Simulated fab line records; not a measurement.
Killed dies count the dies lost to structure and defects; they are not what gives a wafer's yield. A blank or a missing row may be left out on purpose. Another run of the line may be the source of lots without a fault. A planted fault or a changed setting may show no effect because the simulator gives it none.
Problem report, 8D (eight disciplines) form, completed by code | flow sky130 | the parts of the form that need people (team, actions taken, sign-off) are left out

1. WHAT IS WRONG
CAP2M_TIN_RS at SKY_CAP2M_RS_MEAS_03 reads a mean of 7.61 ohm/sq on 1 wafer of 1 lot; wafers without a fault read 6.88 ohm/sq with a standard deviation of 0.092. Measured from the usual mean, that is +7.9 standard deviations.
The step: measures by four-point-probe.
Earliest sighting: wafer L478.1 on film-metro-01 at day 43 09:25. At this step, 30 wafers from 10 lots have a number in the record. Rule for "out", or "out of limits": more than 4 standard deviations from the usual mean. The rest of the wafers with a number are treated as sound.

2. WHAT IT IS, WHAT IT ISN'T
question                    | is                | is not
which readings at this step | CAP2M_TIN_RS      | -
which lots                  | L478              | L466, L467, L470, L471, L473, L482, L483, L486, L488
which wafers of those lots  | L478.1            | L478.4, L478.6
read on which gauges        | film-metro-01     | film-metro-03, film-metro-04
when                        | from day 43 09:25 | up to then (17 sound wafers); but 12 sound wafers of L482, L483, L486, L488 came after

3. SUSPECTS, AND WHAT RULES EACH OUT
Counting: if a tool at a process step up to the reading ran every lot that is out, it stays a suspect. Sound lots after the first of them don't rule it out here, since some wafers of a struck lot are sound.
- the gauge at SKY_CAP2M_RS_MEAS_03 has been ruled out. All the wafers that are out were read on film-metro-01, but those of them that SKY_CAP2M_METAL_ETCH_13 has rows for are out there too, on other tools.
- pvd-sputter-01 at SKY_METAL2_SPUTTER_02 (material AlCu, target thk 250 nm, time 13.3 s): kept. It processed L478, the lot that is out, at day 37 21:35, and its most recent sound lot before then was L470 at day 35 13:10.
- pvd-sputter-01 at SKY_VIA2_SPUTTER_20 (material TiN, target thk 20 nm, time 80 s): kept. It ran the lot that is out, L478 (day 40 03:11).
- pvd-sputter-03 at SKY_CAP2M_SPUTTER_02 (material TiN, target thk 200 nm, time 166.7 s): kept. It processed L478, the lot that is out, at day 43 09:18, and its most recent sound lot before then was L473 at day 42 02:08.
Still standing after the count: pvd-sputter-01 at SKY_METAL2_SPUTTER_02, pvd-sputter-01 at SKY_VIA2_SPUTTER_20, pvd-sputter-03 at SKY_CAP2M_SPUTTER_02.

4. THE CAUSE (what the simulator had put in)
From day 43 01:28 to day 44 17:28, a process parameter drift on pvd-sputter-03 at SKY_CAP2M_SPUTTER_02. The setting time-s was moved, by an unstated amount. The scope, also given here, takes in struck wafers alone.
Counting leaves 3 suspects; this tool is one of them.

5. THE EFFECT CHAIN, in route order
Each row: a reading whose mean over the struck wafers that have a number lies more than 3 standard deviations from the usual. Scope: only readings with a usual standard deviation given in the record; hours: median across lots of the time from each lot's start at the first step in this table that gives one to its start at this step; sigmas: change in usual standard deviations.
hours | step                    | reading            | usual       | on struck wafers | change | sigmas
0     | SKY_CAP2M_RS_MEAS_03    | CAP2M_TIN_RS       | 6.88 ohm/sq | 7.61             | +0.73  | +7.9
0     | SKY_CAP2M_THK_MEAS_04   | CAP2M_TIN_THK      | 199.8 nm    | 181.4            | -18.4  | -6.6
23    | SKY_CAP2M_METAL_ETCH_13 | oes-product-au     | 0.943 a.u.  | 0.883            | -0.060 | -6.7
23    | SKY_CAP2M_METAL_ETCH_13 | throttle-valve-pct | 21.901 %    | 21.939           | +0.038 | +3.5
Here are the process steps it includes:
- SKY_CAP2M_METAL_ETCH_13: etches TiN in Cl2/BCl3, stops on SiO2, target depth 220 nm, time 62.9 s.

6. WHAT WOULD HAVE CAUGHT IT SOONER
The first out-of-limits reading at a measuring or inspecting step in this record came at day 43 09:25, 8 hours after the fault's start at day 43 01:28.
Of the tool readings at SKY_CAP2M_SPUTTER_02 for which the record gives a usual standard deviation, none was out on any struck wafer, so an alarm limit of 4 standard deviations on them would not have fired.
All the lots that are out (1) had begun SKY_CAP2M_SPUTTER_02 on pvd-sputter-03 by day 43 09:25. Tool hold at that time: it would have spared none of them.
